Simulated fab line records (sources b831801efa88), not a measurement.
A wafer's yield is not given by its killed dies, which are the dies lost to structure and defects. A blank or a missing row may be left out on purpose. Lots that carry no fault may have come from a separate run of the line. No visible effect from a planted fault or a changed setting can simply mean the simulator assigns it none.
fab line records ; flow sky130
record: lots: 12; wafers: 35; last-day: 51
route steps=708 shown CONTACT@432 METAL2@487 VIA2@531 VIA3@573 PAD_OPEN@708
lots that met no fault: taken from a fault-free run of the same line
start-h: the number of hours between the record's first day and the start of the first shown wafer of the lot ; wait-h: time in hours since the lot's previous step ; " the same as in the row above ; L1.1+2: a single row standing in for several wafers ; - no value, or no start was given ; * or withheld: withheld ; < > ~ a bound
route shown NAME@n: names a module that has steps shown in the file, with the first one's number in the route ; usual: average and standard deviation across the fault-free wafers ; same: alike in all rows ; chamber/n: place in a boat ; sites: the reading at each site ; _std_site: standard deviation of those values ; _edge_site: the outer-site mean with the inner-site mean subtracted ; radius-mm: for every site, how far away it sits from the centre of the wafer ; mask NAME#n: copy n ; behind: the most recent tool/chamber to have shaped the wafer ; hold: what put the lot on hold/how long, in hours/how the hold closed ; device: names the non-switching transistor (n, p or np) ; end of line: tests run on the same wafers once the route is complete ; for a step that has no rows: nothing shown but its recipe ; killed: dies that structure and defects cost at the first sort, which is not the same as the wafer's yield ; map: the dies of a wafer, with x for killed, . for not killed, _ for no die there
set.NAME: setting as actually run; set.NAME@STEP: the setting as run at that earlier step ; model.NAME: the simulator's own value behind a step, which no gauge read
a sample of lots followed through the steps of the route, with each step as a table and each wafer as a row
services: from which hour (start-h, from the record's first day; less than 0 if before it) a tool's chamber was out of use, for how many hours, and why
== steps ==
step: SKY_CONTACT_THK_MEAS_26
recipe: thk-meas-gauge: xrf; reads: W_of_CONTACT_CVD_24
usual: CONTACT_W_THK: 353/5
lot.wafer;tool;chamber;start-h;wait-h;CONTACT_W_THK[nm]
L708.1;film-metro-02;-;771.67;0.1;352
L708.3;film-metro-02;-;771.67;0.1;364
L708.6;film-metro-02;-;771.67;0.1;350
L709.1;film-metro-01;-;782.89;0.1;353
L709.4;film-metro-01;-;782.89;0.1;344
L709.5;film-metro-01;-;782.89;0.1;355
L711.1;film-metro-01;-;791.98;0.1;363
L711.4;film-metro-01;-;791.98;0.1;360
L711.6;film-metro-01;-;791.98;0.1;359
L712.1;film-metro-01;-;802.17;0.1;350
L712.5;film-metro-01;-;802.17;0.1;354
L712.6;film-metro-01;-;802.17;0.1;344
L713.1;film-metro-01;-;807.72;0.1;361
L713.4;film-metro-01;-;807.72;0.1;345
L714.2;film-metro-01;-;816.13;0.1;355
L714.3;film-metro-01;-;816.13;0.1;357
L714.4;film-metro-01;-;816.13;0.1;352
L721.3;film-metro-02;-;877.10;0.1;353
L721.5;film-metro-02;-;877.10;0.1;352
L721.6;film-metro-02;-;877.10;0.1;358
L723.1;film-metro-04;-;899.04;0.1;359
L723.3;film-metro-04;-;899.04;0.1;356
L723.6;film-metro-04;-;899.04;0.1;356
L725.2;film-metro-02;-;909.13;0.1;347
L725.3;film-metro-02;-;909.13;0.1;345
L725.4;film-metro-02;-;909.13;0.1;347
L728.1;film-metro-02;-;919.78;0.1;351
L728.3;film-metro-02;-;919.78;0.1;353
L728.6;film-metro-02;-;919.78;0.1;352
L729.4;film-metro-04;-;926.57;0.1;352
L729.5;film-metro-04;-;926.57;0.1;357
L729.6;film-metro-04;-;926.57;0.1;352
L731.2;film-metro-04;-;934.78;0.1;351
L731.3;film-metro-04;-;934.78;0.1;348
L731.5;film-metro-04;-;934.78;0.1;349
step: SKY_METAL2_SPUTTER_04
recipe: material: TiN; target-thk-nm: 70; power-w: 6500; time-s: 58.3; chamber-pressure-pa: 0.4
usual: cathode-dc-power-W: 6500.0/1.2; throttle-valve-pct: 29.4/0.83
lot.wafer;tool;chamber;start-h;wait-h;cathode-dc-power-W;throttle-valve-pct
L708.1;pvd-sputter-04;-;829.30;0.0;6497.5;29.6
L708.3;pvd-sputter-04;-;829.30;0.0;6501.7;30.4
L708.6;pvd-sputter-04;-;829.30;0.0;6500.1;28.6
L709.1;pvd-sputter-02;-;841.42;0.0;6497.8;29.7
L709.4;pvd-sputter-02;-;841.42;0.0;6501.2;28.5
L709.5;pvd-sputter-02;-;841.42;0.0;6500.1;29.3
L711.1;pvd-sputter-02;-;849.27;0.0;6500.2;28.6
L711.4;pvd-sputter-02;-;849.27;0.0;6501.0;30.3
L711.6;pvd-sputter-02;-;849.27;0.0;6499.9;29.7
L712.1;pvd-sputter-02;-;858.12;0.0;6500.5;30.5
L712.5;pvd-sputter-02;-;858.12;0.0;6500.6;28.4
L712.6;pvd-sputter-02;-;858.12;0.0;6502.0;30.0
L713.1;pvd-sputter-03;-;864.97;0.0;6499.7;30.1
L713.4;pvd-sputter-03;-;864.97;0.0;6498.8;27.9
L714.2;pvd-sputter-03;-;873.20;0.0;6499.6;28.1
L714.3;pvd-sputter-03;-;873.20;0.0;6501.1;29.9
L714.4;pvd-sputter-03;-;873.20;0.0;6499.1;28.2
L721.3;pvd-sputter-02;-;931.84;0.0;6500.1;29.3
L721.5;pvd-sputter-02;-;931.84;0.0;6500.4;29.4
L721.6;pvd-sputter-02;-;931.84;0.0;6498.4;30.6
L723.1;pvd-sputter-03;-;953.89;0.0;6499.3;30.2
L723.3;pvd-sputter-03;-;953.89;0.0;6499.5;28.4
L723.6;pvd-sputter-03;-;953.89;0.0;6499.6;29.7
L725.2;pvd-sputter-02;-;963.29;0.0;6500.1;28.3
L725.3;pvd-sputter-02;-;963.29;0.0;6498.8;29.4
L725.4;pvd-sputter-02;-;963.29;0.0;6499.4;28.4
L728.1;pvd-sputter-03;-;973.44;0.0;6499.7;29.7
L728.3;pvd-sputter-03;-;973.44;0.0;6500.8;28.1
L728.6;pvd-sputter-03;-;973.44;0.0;6499.6;28.2
L729.4;pvd-sputter-02;-;979.61;0.0;6499.3;28.6
L729.5;pvd-sputter-02;-;979.61;0.0;6500.9;29.4
L729.6;pvd-sputter-02;-;979.61;0.0;6501.6;30.4
L731.2;pvd-sputter-04;-;987.19;0.0;6500.7;29.6
L731.3;pvd-sputter-04;-;987.19;0.0;6499.0;30.6
L731.5;pvd-sputter-04;-;987.19;0.0;6500.6;30.6
step: SKY_VIA2_CMP_24
recipe: stop-on: SiO2; t-overpolish-s: 20; down-force-psi: 3.5; platen-rpm: 60; target-thk-nm: 0; pad-velocity-m-s: 0.94248
usual: head-pressure-psi: 3.499/0.0073; motor-current-A: 11.2/1.1; overpolish-run-s: 19.999/0.0099; time-to-endpoint-s: 100/4
lot.wafer;tool;chamber;start-h;wait-h;head-pressure-psi;motor-current-A;overpolish-run-s;time-to-endpoint-s
L708.3;cmp-02;1;884.38;0.0;3.498;13.0;20.002;105
L708.1;cmp-02;0;884.38;0.0;3.491;11.2;20.003;98
L708.6;cmp-02;1;884.38;0.0;3.504;12.0;19.997;104
L709.4;cmp-01;0;897.51;0.1;3.499;10.4;19.981;95
L709.1;cmp-01;1;897.51;0.1;3.508;11.4;19.998;103
L709.5;cmp-01;3;897.51;0.1;3.501;10.1;20.010;101
L711.1;cmp-02;1;905.35;0.1;3.513;12.7;20.003;104
L711.4;cmp-02;2;905.35;0.1;3.500;11.0;20.017;99
L711.6;cmp-02;2;905.35;0.1;3.494;10.9;20.003;97
L712.1;cmp-01;2;913.08;0.1;3.513;9.8;20.006;100
L712.5;cmp-01;1;913.08;0.1;3.504;11.0;19.992;99
L712.6;cmp-01;2;913.08;0.1;3.501;10.2;19.992;102
L713.1;cmp-02;1;919.44;0.2;3.501;13.2;19.998;104
L713.4;cmp-02;3;919.44;0.2;3.494;12.8;19.998;107
L714.3;cmp-01;2;928.04;0.0;3.488;10.9;20.008;97
L714.2;cmp-01;0;928.04;0.0;3.500;10.1;19.992;95
L714.4;cmp-01;1;928.04;0.0;3.498;11.1;19.995;97
L721.3;cmp-02;2;985.07;0.1;3.497;10.3;19.985;93
L721.5;cmp-02;1;985.07;0.1;3.506;13.0;20.008;103
L721.6;cmp-02;2;985.07;0.1;3.500;10.9;19.977;97
L723.1;cmp-01;0;1005.54;0.1;3.483;10.5;19.990;96
L723.3;cmp-01;1;1005.54;0.1;3.495;11.0;19.994;101
L723.6;cmp-01;0;1005.54;0.1;3.484;10.2;20.009;96
L725.3;cmp-01;2;1017.06;0.0;3.493;10.8;19.996;102
L725.4;cmp-01;3;1017.06;0.0;3.504;10.2;20.001;102
L725.2;cmp-01;1;1017.06;0.0;3.501;10.7;19.992;97
L728.1;cmp-02;2;1024.23;0.1;3.497;10.6;20.018;102
L728.3;cmp-02;0;1024.23;0.1;3.501;10.7;19.999;98
L728.6;cmp-02;1;1024.23;0.1;3.505;13.1;20.004;101
L729.4;cmp-01;2;1029.34;0.0;3.507;10.4;19.995;107
L729.5;cmp-01;2;1029.34;0.0;3.502;10.4;20.008;105
L729.6;cmp-01;3;1029.34;0.0;3.501;9.4;20.004;107
L731.2;cmp-01;2;1036.69;0.1;3.506;10.5;19.988;101
L731.3;cmp-01;0;1036.69;0.1;3.503;11.0;20.004;94
L731.5;cmp-01;2;1036.69;0.1;3.490;10.4;19.997;101
step: SKY_VIA3_HDPCVD_00
recipe: material: SiO2; target-thk-nm: 1635; sigma-open-frac: 0.3; time-s: 272.5; temp-c: 400; sih4-flow-sccm: 60; pressure-mtorr: 6
usual: run-length-s: 300.6/0.47; susceptor-temp-C: 400.02/0.23
lot.wafer;tool;chamber;start-h;wait-h;run-length-s;susceptor-temp-C
L708.1;hdpcvd-02;1;938.56;0.0;299.8;399.90
L708.3;hdpcvd-02;0;938.56;0.0;301.0;400.01
L708.6;hdpcvd-02;0;938.56;0.0;300.7;399.90
L709.1;hdpcvd-02;0;950.29;0.0;300.9;399.80
L709.4;hdpcvd-02;2;950.29;0.0;301.1;399.84
L709.5;hdpcvd-02;0;950.29;0.0;300.7;399.53
L711.1;hdpcvd-02;0;957.49;0.0;300.9;400.21
L711.4;hdpcvd-02;2;957.49;0.0;300.7;400.06
L711.6;hdpcvd-02;0;957.49;0.0;300.9;400.24
L712.1;hdpcvd-02;0;965.70;0.0;216.7;-
L712.5;hdpcvd-02;2;965.70;0.0;300.9;399.83
L712.6;hdpcvd-02;1;965.70;0.0;299.8;399.77
L713.1;hdpcvd-02;1;971.79;0.0;215.7;-
L713.4;hdpcvd-02;1;971.79;0.0;215.3;-
L714.2;hdpcvd-02;1;979.29;0.0;300.8;400.36
L714.3;hdpcvd-02;2;979.29;0.0;300.7;399.91
L714.4;hdpcvd-02;2;979.29;0.0;217.1;-
L721.3;hdpcvd-02;1;1034.30;0.0;300.3;400.38
L721.5;hdpcvd-02;1;1034.30;0.0;300.1;400.06
L721.6;hdpcvd-02;0;1034.30;0.0;301.1;400.07
L723.1;hdpcvd-01;1;1054.61;0.0;300.9;399.91
L723.3;hdpcvd-01;2;1054.61;0.0;299.9;400.10
L723.6;hdpcvd-01;1;1054.61;0.0;300.3;400.13
L725.2;hdpcvd-01;1;1066.18;0.0;300.0;399.94
L725.3;hdpcvd-01;0;1066.18;0.0;301.0;400.19
L725.4;hdpcvd-01;0;1066.18;0.0;300.8;399.97
L728.1;hdpcvd-02;1;1072.39;0.0;299.9;400.06
L728.3;hdpcvd-02;0;1072.39;0.0;300.8;400.16
L728.6;hdpcvd-02;2;1072.39;0.0;300.8;400.36
L729.4;hdpcvd-01;1;1077.54;0.1;300.1;400.74
L729.5;hdpcvd-01;2;1077.54;0.1;300.0;400.14
L729.6;hdpcvd-01;0;1077.54;0.1;300.7;399.74
L731.2;hdpcvd-02;1;1084.60;0.0;300.2;399.78
L731.3;hdpcvd-02;0;1084.60;0.0;301.2;400.09
L731.5;hdpcvd-02;1;1084.60;0.0;300.2;399.91
step: SKY_VIA3_THK_MEAS_01
recipe: reads: SiO2_of_VIA3_HDPCVD_00
usual: VIA3_HDPCVD_THK: 1636/12
lot.wafer;tool;chamber;start-h;wait-h;VIA3_HDPCVD_THK[nm]
L708.1;film-metro-03;-;938.72;0.1;1632
L708.3;film-metro-03;-;938.72;0.1;1646
L708.6;film-metro-03;-;938.72;0.1;1613
L709.1;film-metro-01;-;950.46;0.1;1638
L709.4;film-metro-01;-;950.46;0.1;1642
L709.5;film-metro-01;-;950.46;0.1;1651
L711.1;film-metro-01;-;957.66;0.1;1644
L711.4;film-metro-01;-;957.66;0.1;1630
L711.6;film-metro-01;-;957.66;0.1;1649
L712.1;film-metro-01;-;965.86;0.1;1138
L712.5;film-metro-01;-;965.86;0.1;1620
L712.6;film-metro-01;-;965.86;0.1;1642
L713.1;film-metro-02;-;971.96;0.1;1153
L713.4;film-metro-02;-;971.96;0.1;1125
L714.2;film-metro-03;-;979.47;0.1;1646
L714.3;film-metro-03;-;979.47;0.1;1635
L714.4;film-metro-03;-;979.47;0.1;1116
L721.3;film-metro-03;-;1034.49;0.1;1655
L721.5;film-metro-03;-;1034.49;0.1;1642
L721.6;film-metro-03;-;1034.49;0.1;1637
L723.1;film-metro-03;-;1054.78;0.1;1640
L723.3;film-metro-03;-;1054.78;0.1;1646
L723.6;film-metro-03;-;1054.78;0.1;1638
L725.2;film-metro-02;-;1066.36;0.1;1626
L725.3;film-metro-02;-;1066.36;0.1;1620
L725.4;film-metro-02;-;1066.36;0.1;1621
L728.1;film-metro-01;-;1072.56;0.1;1624
L728.3;film-metro-01;-;1072.56;0.1;1647
L728.6;film-metro-01;-;1072.56;0.1;1638
L729.4;film-metro-02;-;1077.66;0.0;1632
L729.5;film-metro-02;-;1077.66;0.0;1627
L729.6;film-metro-02;-;1077.66;0.0;1633
L731.2;film-metro-02;-;1084.78;0.1;1614
L731.3;film-metro-02;-;1084.78;0.1;1634
L731.5;film-metro-02;-;1084.78;0.1;1624
step: SKY_PAD_OPEN_PROBE_99
usual: defect-limited-yield: 82.6/1.7; killed_at_M0_to_M3: 43/7; killed_at_M4_up: 3.1/1.5; killed-at-contacts: 23/4.9; killed-at-front-end: 16/3.9; killed-at-other: 0.3/0.52; killed-dies: 86/8.2; killed-open: 47/6.1; killed-short: 38/5.8
same: gross-dies: 492; killed-at-back-side: 0
lot.wafer;tool;chamber;start-h;wait-h;defect-limited-yield[%];killed_at_M0_to_M3;killed_at_M4_up;killed-at-contacts;killed-at-front-end;killed-at-other;killed-dies;killed-open;killed-short
L708.1;prober-02;-;1112.15;0.1;85.2;36;2;22;13;0;73;39;34
L708.3;prober-02;-;1112.25;0.2;81.5;47;3;24;17;0;91;50;41
L708.6;prober-02;-;1112.40;0.2;83.7;30;3;28;19;0;80;43;37
L709.1;prober-02;-;1120.28;0.1;80.7;45;2;30;18;0;95;52;43
L709.4;prober-02;-;1120.43;0.2;83.3;44;5;16;17;0;82;49;33
L709.5;prober-02;-;1120.48;0.2;83.3;42;4;23;13;0;82;47;35
L711.1;prober-01;-;1126.62;0.1;83.9;41;3;22;13;0;79;53;26
L711.4;prober-01;-;1126.77;0.2;80.3;53;4;17;23;0;97;43;53
L711.6;prober-01;-;1126.87;0.2;82.1;44;5;25;14;0;88;55;33
L712.1;prober-02;-;1133.32;0.1;80.5;49;5;26;16;0;96;50;45
L712.5;prober-02;-;1133.52;0.2;84.8;40;2;22;11;0;75;40;32
L712.6;prober-02;-;1133.57;0.2;82.7;49;2;22;11;1;85;51;34
L713.1;prober-01;-;1140.01;0.1;82.7;45;0;20;20;0;85;42;43
L713.4;prober-01;-;1140.16;0.2;83.5;44;3;21;13;0;81;42;39
L714.2;prober-02;-;1144.47;0.1;84.3;36;6;18;17;0;77;44;31
L714.3;prober-02;-;1144.52;0.2;80.9;51;5;23;15;0;94;53;39
L714.4;prober-02;-;1144.57;0.2;82.9;39;6;22;17;0;84;44;39
L721.3;prober-02;-;1189.72;0.2;78.7;58;4;28;15;0;105;54;51
L721.5;prober-02;-;1189.82;0.2;83.1;46;3;18;15;1;83;52;30
L721.6;prober-02;-;1189.87;0.2;78.3;59;1;30;17;0;107;63;42
L723.1;prober-02;-;1205.26;0.1;79.3;58;2;23;19;0;102;64;37
L723.3;prober-02;-;1205.36;0.2;84.6;30;4;32;10;0;76;49;25
L723.6;prober-02;-;1205.51;0.2;81.1;48;5;20;18;2;93;48;44
L725.2;prober-01;-;1213.51;0.1;81.9;47;3;28;11;0;89;52;37
L725.3;prober-01;-;1213.56;0.2;81.9;43;2;25;19;0;89;52;37
L725.4;prober-01;-;1213.61;0.2;81.5;43;6;25;17;0;91;49;39
L728.1;prober-01;-;1219.55;0.1;78.9;58;3;30;11;2;104;59;44
L728.3;prober-01;-;1219.65;0.2;82.9;47;5;20;12;0;84;50;34
L728.6;prober-01;-;1219.80;0.2;81.1;47;3;29;14;0;93;50;43
L729.4;prober-01;-;1223.99;0.2;82.1;43;4;27;14;0;88;47;40
L729.5;prober-01;-;1224.04;0.2;82.7;41;3;23;17;1;85;36;48
L729.6;prober-01;-;1224.09;0.2;82.5;51;1;24;10;0;86;41;43
L731.2;prober-02;-;1225.46;0.1;85.8;40;4;16;9;1;70;38;32
L731.3;prober-02;-;1225.51;0.2;79.5;47;1;30;23;0;101;53;48
L731.5;prober-02;-;1225.61;0.2;83.3;43;5;19;15;0;82;40;42
killed by level:class
L708.1 VIA1:geometric-particle:open=10 LI_CONTACT:geometric-particle:open=8 METAL1:geometric-particle:short=7 CONTACT:geometric-particle:short=6 VIA2:geometric-particle:open=5 METAL2:geometric-particle:short=5 CONTACT:geometric-particle:open=4 VIA3:geometric-particle:open=4
L708.3 LI_CONTACT:geometric-particle:open=10 POLY_GATE:geometric-particle:short=9 VIA1:geometric-particle:open=9 METAL1:geometric-particle:short=8 CONTACT:geometric-particle:open=8 VIA3:geometric-particle:open=5 VIA2:geometric-particle:open=5 VIA1:geometric-particle:short=4
L708.6 LI_CONTACT:geometric-particle:open=10 CONTACT:geometric-particle:open=7 METAL1:geometric-particle:short=7 FIELD_ISO:geometric-particle:short=5 CONTACT:geometric-particle:short=5 VIA1:geometric-particle:short=4 FIELD_ISO:geometric-particle:open=3 POLY_GATE:geometric-particle:short=3
L709.1 METAL1:geometric-particle:short=10 CONTACT:geometric-particle:open=10 LI_CONTACT:geometric-particle:open=9 VIA2:geometric-particle:open=7 VIA1:geometric-particle:open=7 FIELD_ISO:geometric-particle:short=6 FIELD_ISO:geometric-particle:open=6 METAL2:geometric-particle:short=6
L709.4 VIA2:geometric-particle:open=12 LI_CONTACT:geometric-particle:open=6 VIA1:geometric-particle:open=6 METAL2:geometric-particle:short=5 CONTACT:geometric-particle:open=5 VIA3:geometric-particle:open=5 POLY_GATE:geometric-particle:short=4 METAL1:geometric-particle:short=4
L709.5 CONTACT:geometric-particle:open=8 VIA3:geometric-particle:open=8 VIA2:geometric-particle:open=7 LOCAL_INTERCONNECT:geometric-particle:short=6 VIA1:geometric-particle:open=6 LI_CONTACT:geometric-particle:open=4 METAL2:geometric-particle:short=4 METAL1:geometric-particle:short=4
L711.1 CONTACT:geometric-particle:open=13 VIA2:geometric-particle:open=8 VIA3:geometric-particle:open=7 VIA1:geometric-particle:open=7 VIA2:geometric-particle:short=5 SPACER:geometric-particle:open=4 LI_CONTACT:geometric-particle:open=4 METAL2:geometric-particle:short=4
L711.4 METAL2:geometric-particle:short=9 VIA1:geometric-particle:short=8 VIA1:geometric-particle:open=8 FIELD_ISO:geometric-particle:open=6 CONTACT:geometric-particle:short=6 VIA3:geometric-particle:open=6 METAL1:geometric-particle:short=5 VIA2:geometric-particle:open=5
L711.6 CONTACT:geometric-particle:open=14 VIA1:geometric-particle:open=13 VIA3:geometric-particle:open=9 METAL2:geometric-particle:short=5 METAL4:geometric-particle:short=5 FIELD_ISO:geometric-particle:open=4 LI_CONTACT:geometric-particle:open=4 POLY_GATE:geometric-particle:short=3
L712.1 VIA1:geometric-particle:open=12 CONTACT:geometric-particle:open=10 VIA1:geometric-particle:short=10 LI_CONTACT:geometric-particle:open=7 FIELD_ISO:geometric-particle:open=5 POLY_GATE:geometric-particle:open=5 METAL2:geometric-particle:short=5 VIA3:geometric-particle:open=5
L712.5 VIA1:geometric-particle:open=11 LI_CONTACT:geometric-particle:open=7 CONTACT:geometric-particle:open=6 METAL1:geometric-particle:short=5 METAL2:geometric-particle:short=5 LOCAL_INTERCONNECT:geometric-particle:short=4 CONTACT:geometric-particle:short=4 VIA1:geometric-particle:short=4
L712.6 VIA1:geometric-particle:open=13 LI_CONTACT:geometric-particle:open=8 METAL2:geometric-particle:short=7 VIA3:geometric-particle:open=6 CONTACT:geometric-particle:open=6 VIA2:geometric-particle:open=6 VIA1:geometric-particle:short=5 FIELD_ISO:geometric-particle:short=4
L713.1 VIA1:geometric-particle:open=11 FIELD_ISO:geometric-particle:open=8 CONTACT:geometric-particle:short=7 METAL3:geometric-particle:short=7 FIELD_ISO:geometric-particle:short=6 VIA3:geometric-particle:open=5 LI_CONTACT:geometric-particle:short=4 LI_CONTACT:geometric-particle:open=4
L713.4 VIA1:geometric-particle:open=13 LI_CONTACT:geometric-particle:open=7 METAL1:geometric-particle:short=7 FIELD_ISO:geometric-particle:open=5 CONTACT:geometric-particle:short=5 METAL2:geometric-particle:short=5 VIA1:geometric-particle:short=5 POLY_GATE:geometric-particle:short=4
L714.2 CONTACT:geometric-particle:open=10 VIA1:geometric-particle:open=8 VIA3:geometric-particle:open=7 VIA2:geometric-particle:open=6 METAL2:geometric-particle:short=5 VIA3:geometric-particle:short=4 LI_CONTACT:geometric-particle:open=4 CONTACT:geometric-particle:short=4
L714.3 VIA1:geometric-particle:open=15 CONTACT:geometric-particle:open=10 VIA2:geometric-particle:open=7 VIA3:geometric-particle:open=6 LI_CONTACT:geometric-particle:open=5 CONTACT:geometric-particle:short=5 METAL4:geometric-particle:short=5 METAL2:geometric-particle:short=5
L714.4 VIA3:geometric-particle:open=9 LI_CONTACT:geometric-particle:open=8 VIA1:geometric-particle:open=8 METAL1:geometric-particle:short=6 FIELD_ISO:geometric-particle:open=5 CONTACT:geometric-particle:open=5 FIELD_ISO:geometric-particle:short=4 METAL4:geometric-particle:short=4
L721.3 VIA1:geometric-particle:open=18 CONTACT:geometric-particle:short=11 VIA2:geometric-particle:open=10 CONTACT:geometric-particle:open=7 VIA3:geometric-particle:open=7 POLY_GATE:geometric-particle:short=5 VIA1:geometric-particle:short=5 METAL2:geometric-particle:short=5
L721.5 VIA1:geometric-particle:open=14 VIA3:geometric-particle:open=9 METAL2:geometric-particle:short=7 CONTACT:geometric-particle:open=5 POLY_GATE:geometric-particle:open=5 LI_CONTACT:geometric-particle:open=5 FIELD_ISO:geometric-particle:open=4 VIA1:geometric-particle:short=4
L721.6 VIA1:geometric-particle:open=11 LI_CONTACT:geometric-particle:open=11 CONTACT:geometric-particle:open=11 VIA2:geometric-particle:open=8 METAL1:geometric-particle:short=7 CONTACT:geometric-particle:short=6 VIA1:geometric-particle:short=6 FIELD_ISO:geometric-particle:open=5
L723.1 VIA2:geometric-particle:open=10 VIA1:geometric-particle:open=10 METAL1:geometric-particle:short=8 FIELD_ISO:geometric-particle:open=7 LI_CONTACT:geometric-particle:open=7 CONTACT:geometric-particle:open=7 CONTACT:geometric-particle:short=6 VIA3:geometric-particle:open=6
L723.3 CONTACT:geometric-particle:open=12 VIA1:geometric-particle:open=10 LI_CONTACT:geometric-particle:open=10 LOCAL_INTERCONNECT:geometric-particle:short=5 METAL1:geometric-particle:short=5 FIELD_ISO:geometric-particle:open=4 METAL2:geometric-particle:short=4 VIA3:geometric-particle:open=4
L723.6 CONTACT:geometric-particle:open=9 VIA1:geometric-particle:open=9 VIA3:geometric-particle:open=7 POLY_GATE:geometric-particle:short=7 VIA2:geometric-particle:open=7 METAL1:geometric-particle:short=5 METAL2:geometric-particle:short=5 FIELD_ISO:geometric-particle:short=4
L725.2 LI_CONTACT:geometric-particle:open=11 CONTACT:geometric-particle:open=9 VIA1:geometric-particle:open=8 METAL2:geometric-particle:short=7 VIA3:geometric-particle:open=7 VIA3:geometric-particle:short=6 VIA2:geometric-particle:open=5 FIELD_ISO:geometric-particle:open=4
L725.3 VIA3:geometric-particle:open=11 VIA1:geometric-particle:open=10 VIA2:geometric-particle:open=7 CONTACT:geometric-particle:open=7 POLY_GATE:geometric-particle:open=6 POLY_GATE:geometric-particle:short=5 LI_CONTACT:geometric-particle:open=5 LOCAL_INTERCONNECT:geometric-particle:short=5
L725.4 VIA1:geometric-particle:open=17 CONTACT:geometric-particle:open=9 LI_CONTACT:geometric-particle:open=6 VIA3:geometric-particle:open=6 METAL4:geometric-particle:short=6 FIELD_ISO:geometric-particle:short=5 CONTACT:geometric-particle:short=5 METAL1:geometric-particle:short=5
L728.1 VIA2:geometric-particle:open=12 CONTACT:geometric-particle:open=11 VIA1:geometric-particle:open=10 METAL2:geometric-particle:short=9 LI_CONTACT:geometric-particle:open=7 VIA3:geometric-particle:open=7 VIA1:geometric-particle:short=6 LOCAL_INTERCONNECT:geometric-particle:short=4
L728.3 VIA2:geometric-particle:open=12 VIA1:geometric-particle:open=10 LI_CONTACT:geometric-particle:open=8 CONTACT:geometric-particle:open=6 METAL1:geometric-particle:short=5 FIELD_ISO:geometric-particle:open=4 VIA1:geometric-particle:short=4 FIELD_ISO:geometric-particle:short=3
L728.6 CONTACT:geometric-particle:open=13 METAL1:geometric-particle:short=11 LI_CONTACT:geometric-particle:open=9 VIA2:geometric-particle:open=8 POLY_GATE:geometric-particle:open=6 VIA3:geometric-particle:open=5 POLY_GATE:geometric-particle:short=4 VIA1:geometric-particle:short=4
L729.4 CONTACT:geometric-particle:open=9 VIA1:geometric-particle:open=9 VIA3:geometric-particle:open=8 VIA2:geometric-particle:open=7 LI_CONTACT:geometric-particle:open=6 LOCAL_INTERCONNECT:geometric-particle:short=6 VIA3:geometric-particle:short=5 FIELD_ISO:geometric-particle:short=4
L729.5 FIELD_ISO:geometric-particle:short=8 METAL2:geometric-particle:short=8 LOCAL_INTERCONNECT:geometric-particle:short=7 LI_CONTACT:geometric-particle:open=6 CONTACT:geometric-particle:open=6 VIA1:geometric-particle:short=5 METAL1:geometric-particle:short=5 METAL1:geometric-particle:open=4
L729.6 VIA1:geometric-particle:open=12 VIA3:geometric-particle:open=9 METAL1:geometric-particle:short=6 METAL2:geometric-particle:short=6 VIA2:geometric-particle:short=5 LOCAL_INTERCONNECT:geometric-particle:short=5 CONTACT:geometric-particle:short=5 CONTACT:geometric-particle:open=5
L731.2 VIA1:geometric-particle:open=10 VIA2:geometric-particle:open=8 CONTACT:geometric-particle:open=6 FIELD_ISO:geometric-particle:short=5 METAL1:geometric-particle:short=5 VIA3:geometric-particle:open=5 METAL4:geometric-particle:short=4 VIA1:geometric-particle:short=4
L731.3 CONTACT:geometric-particle:open=12 VIA2:geometric-particle:open=11 METAL1:geometric-particle:short=8 VIA1:geometric-particle:open=8 FIELD_ISO:geometric-particle:open=7 POLY_GATE:geometric-particle:short=6 LOCAL_INTERCONNECT:geometric-particle:short=6 CONTACT:geometric-particle:short=6
L731.5 VIA2:geometric-particle:open=9 VIA1:geometric-particle:open=7 FIELD_ISO:geometric-particle:open=6 VIA1:geometric-particle:short=6 VIA3:geometric-particle:short=5 CONTACT:geometric-particle:open=5 LOCAL_INTERCONNECT:geometric-particle:short=4 POLY_GATE:geometric-particle:short=4
== services ==
tool;chamber;start-h;hours;kind
pvd-sputter-04;-;823.17;5.8;repair
hdpcvd-01;-;851.50;28.1;pm
cmp-01;-;867.94;12.5;repair
pvd-sputter-03;-;868.93;1.1;repair
cmp-02;-;876.07;0.5;repair
hdpcvd-01;1;886.33;4.1;repair
hdpcvd-02;0;888.48;14.6;repair
cmp-02;-;907.53;3.5;repair
cmp-01;-;915.85;4.0;pm
cmp-01;-;919.85;-;consumable-replace:conditioner
cmp-01;-;919.85;-;consumable-replace:pad
pvd-sputter-02;-;937.82;1.3;repair
cmp-01;-;941.23;4.9;pm
hdpcvd-01;-;950.25;15.0;pm
hdpcvd-01;0;950.25;15.0;vent-cycle
cmp-02;-;950.58;5.5;pm
cmp-01;-;963.10;5.9;pm
pvd-sputter-02;-;970.14;3.6;repair
hdpcvd-01;1;973.76;6.7;repair
cmp-01;-;975.45;0.4;repair
hdpcvd-01;0;997.66;5.3;repair
hdpcvd-02;2;1016.83;7.6;repair
pvd-sputter-03;-;1019.54;3.4;repair
hdpcvd-02;-;1041.15;0.3;repair
== key ==
first-sign: step: SKY_VIA3_HDPCVD_00; reading: run-length-s; direction: down; sigmas: 99+; usual: *; struck: *
effect: step: SKY_VIA3_THK_MEAS_01; reading: VIA3_HDPCVD_THK; direction: down; sigmas: 42; usual: 1636; struck: 1133
met-at SKY_VIA3_HDPCVD_00
struck-lots L712,L713,L714
struck-wafers L712.1,L713.1,L713.4,L714.4
not-acting-at SKY_CONTACT_THK_MEAS_26,SKY_METAL2_SPUTTER_04,SKY_VIA2_CMP_24
onset-between 957.49 965.70
fault: kind: process-parameter-drift; tool: hdpcvd-02; chamber: -; onset-h: 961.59; steps: SKY_VIA3_HDPCVD_00; channel: time-s; offset: *; shape: step; end-h: 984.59; scope: struck-wafers-only; acts-in: *; stated: *
